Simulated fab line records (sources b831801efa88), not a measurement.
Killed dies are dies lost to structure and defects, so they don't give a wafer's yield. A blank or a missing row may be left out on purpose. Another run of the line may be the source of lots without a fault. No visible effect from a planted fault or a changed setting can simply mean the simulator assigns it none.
Which tool did it?	flow gf180mcu	14 lots with 42 wafers sampled at 5 steps, on a route of 602 steps

WHAT EACH GAUGE READ, for each wafer
GF_DNWELL_TW_MEAS_09. Usual: for DNWELL_TW the level is 1343 and the standard deviation is 13.
lot	measured	on	DNWELL_TW	flag
L713	day 2 20:20	film metro-02	1346 1343 1348	
L714	day 3 00:01	film metro-02	1352 1351 1349	
L715	day 3 04:20	film metro-01	31 31 31	OFF
L716	day 3 10:26	film metro-02	31 31 31	OFF
L721	day 4 13:59	film metro-02	1350 1360 1361	
L728	day 6 01:32	film metro-04	1325 1331 1329	
L729	day 6 07:32	film metro-04	1323 1326 1326	
L730	day 6 13:44	film metro-02	1349 1358 1358	
L731	day 6 18:04	film metro-04	1331 1329 1329	
L732	day 7 00:47	film metro-02	1339 1345 1348	
L733	day 7 04:56	film metro-02	1339 1344 1350	
L734	day 7 09:55	film metro-01	1346 1339 1340	
L735	day 7 14:56	film metro-01	1334 1344 1349	
L736	day 7 22:14	film metro-01	1338 1337 1341	

GF_VT_IMPLANT_TW_MEAS_32. Usual: for VT_IMPLANT_3_TW the level is 267.5 and the standard deviation is 1.5.
lot	measured	on	VT_IMPLANT_3_TW	flag
L713	day 6 23:25	film metro-01	266.0 267.3 265.5	
L714	day 7 02:54	film metro-01	267.4 266.3 267.9	
L715	day 7 09:48	film metro-03	267.1 266.9 267.5	
L716	day 7 15:42	film metro-01	267.4 267.0 266.0	
L721	day 9 00:41	film metro-02	267.8 268.3 268.9	
L728	day 10 22:35	film metro-01	267.1 266.9 266.7	
L729	day 11 05:14	film metro-03	265.7 266.6 269.0	
L730	day 11 12:38	film metro-02	268.3 268.6 267.6	
L731	day 11 19:59	film metro-01	265.2 265.1 266.5	
L732	day 12 01:20	film metro-03	268.6 266.7 265.7	
L733	day 12 06:53	film metro-02	267.5 269.9 268.8	
L734	day 12 12:58	film metro-02	266.5 269.0 269.0	
L735	day 12 20:23	film metro-03	267.1 267.2 268.1	
L736	day 13 06:05	film metro-01	266.4 266.4 266.5	

GF_POLY_GATE_THK_MEAS_17. Usual: for POLY_GATE_OXIDATION_THK the level is 3.97 nm and the standard deviation is 0.077.
lot	measured	on	POLY_GATE_OXIDATION_THK (nm)	flag
L713	day 9 08:28	film metro-04	4.06 4.06 3.88	
L714	day 9 14:20	film metro-02	3.98 4.04 4.02	
L715	day 9 19:13	film metro-02	4.04 4.02 3.94	
L716	day 9 23:28	film metro-01	3.91 3.95 3.86	
L721	day 11 17:18	film metro-04	3.87 3.92 4.02	
L728	day 13 14:26	film metro-01	3.92 3.86 3.84	
L729	day 13 23:13	film metro-01	3.97 3.96 4.10	
L730	day 14 07:34	film metro-01	3.92 4.15 4.13	
L731	day 14 14:17	film metro-01	3.98 4.01 4.02	
L732	day 14 22:13	film metro-02	4.01 3.91 4.04	
L733	day 15 02:17	film metro-04	3.85 3.90 3.93	
L734	day 15 08:22	film metro-01	3.97 3.87 3.99	
L735	day 15 23:20	film metro-04	3.98 3.89 3.88	
L736	day 16 04:55	film metro-01	3.84 3.87 3.85	

GF_HV_LDD_CD_MEAS_07: target cd 400 nm. Usual: cd nm 400.4 nm, standard deviation 2.
lot	measured	on	cd nm (nm)	flag
L713	day 10 01:35	cd sem-02	394.3 397.1 397.0	
L714	day 10 07:41	cd sem-02	401.6 402.6 403.7	
L715	day 10 13:02	cd sem-02	400.0 399.6 399.3	
L716	day 10 17:03	cd sem-02	401.9 401.2 402.4	
L721	day 12 12:41	cd sem-01	402.7 400.9 400.6	
L728	day 14 17:40	cd sem-01	400.7 401.3 400.0	
L729	day 14 21:28	cd sem-01	401.9 400.9 399.7	
L730	day 15 01:08	cd sem-02	398.8 400.6 398.8	
L731	day 15 11:29	cd sem-01	400.6 400.5 401.7	
L732	day 15 20:43	cd sem-02	399.6 399.0 402.6	
L733	day 16 00:11	cd sem-01	402.2 402.6 401.7	
L734	day 16 06:00	cd sem-02	395.9 397.9 398.8	
L735	day 16 21:38	cd sem-01	400.8 400.5 397.5	
L736	day 17 03:10	cd sem-01	402.0 404.9 405.2	

WHAT TOOL EACH LOT RAN ON (gives the tool, then ch and the chambers of the sampled wafers, and finally the start)
lot	GF_DNWELL_EXPOSE_04
L713	iline stepper-02 ch 0, day 2 14:14
L714	iline stepper-02 ch 0, day 2 17:55
L715	iline stepper-02, day 2 22:21
L716	iline stepper-02, day 3 03:45
L721	iline stepper-01 ch 0, day 4 06:49
L728	iline stepper-02 ch 0, day 5 18:06
L729	iline stepper-01 ch 0, day 5 23:34
L730	iline stepper-02 ch 0, day 6 06:24
L731	iline stepper-01 ch 0, day 6 10:31
L732	iline stepper-01 ch 0, day 6 17:08
L733	iline stepper-02 ch 0, day 6 20:48
L734	iline stepper-02 ch 0, day 7 01:53
L735	iline stepper-02 ch 0, day 7 06:56
L736	iline stepper-02 ch 0, day 7 14:29
- GF_DNWELL_EXPOSE_04: exposes mask DNWELL, target cd 1700 nm.

AS READ BY THE TOOLS THEMSELVES (means over the sampled wafers that have a number; for cases with no such wafer, the mark the record gives instead)
GF_DNWELL_EXPOSE_04. Usual: exposure dose mJ cm2 259.99, standard deviation 0.23; focus offset nm 0.0 nm, standard deviation 0.54; reticle temp C 23.02 C, standard deviation 0.11; stage vel mm s 499.98 mm/s, standard deviation 0.23.
lot	tool	exposure dose mJ cm2	focus offset nm (nm)	reticle temp C (C)	stage vel mm s (mm/s)	flag
L713	iline stepper-02	260.14	-0.6	23.00	499.77	
L714	iline stepper-02	259.92	-0.1	22.83	500.00	
L715	iline stepper-02	-	-	-	-	OFF
L716	iline stepper-02	-	-	-	-	OFF
L721	iline stepper-01	259.77	-0.5	23.11	500.11	
L728	iline stepper-02	260.01	-0.1	22.89	499.94	
L729	iline stepper-01	259.95	0.0	22.98	500.07	
L730	iline stepper-02	260.10	-0.2	23.08	499.86	
L731	iline stepper-01	259.79	0.0	22.98	500.08	
L732	iline stepper-01	259.92	-0.1	22.89	500.09	
L733	iline stepper-02	259.91	-0.0	22.95	499.79	
L734	iline stepper-02	260.26	-0.4	22.98	499.68	
L735	iline stepper-02	259.88	0.2	23.13	499.95	
L736	iline stepper-02	260.04	-0.1	23.11	499.92	

THE ANSWER, worked out from the rows above alone
Rule: lot off if the mean of its wafers having a number is beyond 3 standard deviations from the usual mean. A lot without any number at a reading at which 4 lots or more have one is off too. Any other lot the step has rows for is counted as sound. After the gauges, taken in route order, come the tools' own readings; for these a lot's mean is taken, as printed above. At the first step where some lot is off, the reading lying furthest off is the one used; lots without a number count as furthest.
Off: L715, L716, at GF_DNWELL_TW_MEAS_09 (DNWELL_TW).
If a tool, at a process step before that reading, ran all the lots that are off and no sound lot after the first of them, it fits. The gauges at GF_DNWELL_TW_MEAS_09 aren't tried: what is off there is off at GF_DNWELL_EXPOSE_04 too, on other tools, and a gauge's error can't cause that. Of those tried, none fits.

WHAT THE SIMULATOR PUT IN
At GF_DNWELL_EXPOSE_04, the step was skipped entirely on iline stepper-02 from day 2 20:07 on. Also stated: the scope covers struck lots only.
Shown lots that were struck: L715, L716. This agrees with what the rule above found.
